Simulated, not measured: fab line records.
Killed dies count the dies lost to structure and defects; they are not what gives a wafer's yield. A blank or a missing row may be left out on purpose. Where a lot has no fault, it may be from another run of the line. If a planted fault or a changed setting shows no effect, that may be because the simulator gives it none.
A single fault, viewed from 2 desks + flow gf180mcu + every desk sees just its own numbers, and what lay behind them comes last

AT THE TOOL OWNER'S DESK: rie-si-02
The tool's own readings at GF_POLY_GATE_ETCH_13 (etches poly-Si in HBr/Cl2, stops on SiO2, target depth 198.5 nm, time 69.6 s): means of the sampled wafers that have a number, for each lot that ran on this tool. A lot is out of limits, marked OUT, if its mean lies more than 4 standard deviations from the usual mean; the brackets give that distance.
Columns: A = drypump-motor-current-A at GF_POLY_GATE_ETCH_13, usual 5.6 A; B = oes-product-au at GF_POLY_GATE_ETCH_13, usual 0.989 a.u.; C = throttle-valve-pct at GF_POLY_GATE_ETCH_13, usual 33.684 %
| lot  | first seen here | A   | B     | C      |
|------|-----------------|-----|-------|--------|
| L126 | day 9 09:55     | 5.6 | 0.990 | 33.682 |
| L128 | day 9 20:34     | 5.5 | 0.988 | 33.690 |
| L130 | day 10 14:25    | 5.6 | 0.987 | 33.687 |
| L132 | day 11 10:55    | 5.6 | 0.982 | 33.692 |
| L135 | day 12 10:19    | 5.5 | 0.988 | 33.685 |
| L141 | day 14 01:28    | 5.6 | 0.989 | 33.690 |
| L142 | day 14 08:52    | 5.4 | 0.988 | 33.695 |
| L143 | day 14 16:13    | 5.4 | 0.989 | 33.679 |
This desk's verdict: no lot among the 8 shows anything out of limits.

THE METROLOGY DESK
What the gauges read for every lot (on any tool): the sampled wafers with a number, averaged. A lot is out of limits, marked OUT, if its mean lies more than 4 standard deviations from the usual mean; the brackets give that distance.
Columns: A = MIM_ALCU_THK at GF_MIM_THK_MEAS_11, usual 200.1 nm
| lot  | first seen here | A     |
|------|-----------------|-------|
| L125 | day 24 13:17    | 204.2 |
| L128 | day 25 08:15    | 201.2 |
| L129 | day 25 10:28    | 201.9 |
| L130 | day 26 00:08    | 196.4 |
| L132 | day 27 01:07    | 203.8 |
| L126 | day 27 21:08    | 200.1 |
| L135 | day 27 23:08    | 199.4 |
| L137 | day 28 17:16    | 201.2 |
| L139 | day 29 10:59    | 198.3 |
| L141 | day 29 15:30    | 201.7 |
| L142 | day 29 22:51    | 200.7 |
| L143 | day 30 06:12    | 196.2 |
| L147 | day 31 05:01    | 196.0 |
This desk's verdict: no lot among the 13 shows anything out of limits.

ALL TOGETHER
Nothing out of limits was seen by the tool owner's desk.
The metrology desk saw nothing out of limits.

WHAT THE SIMULATOR HAD PUT IN
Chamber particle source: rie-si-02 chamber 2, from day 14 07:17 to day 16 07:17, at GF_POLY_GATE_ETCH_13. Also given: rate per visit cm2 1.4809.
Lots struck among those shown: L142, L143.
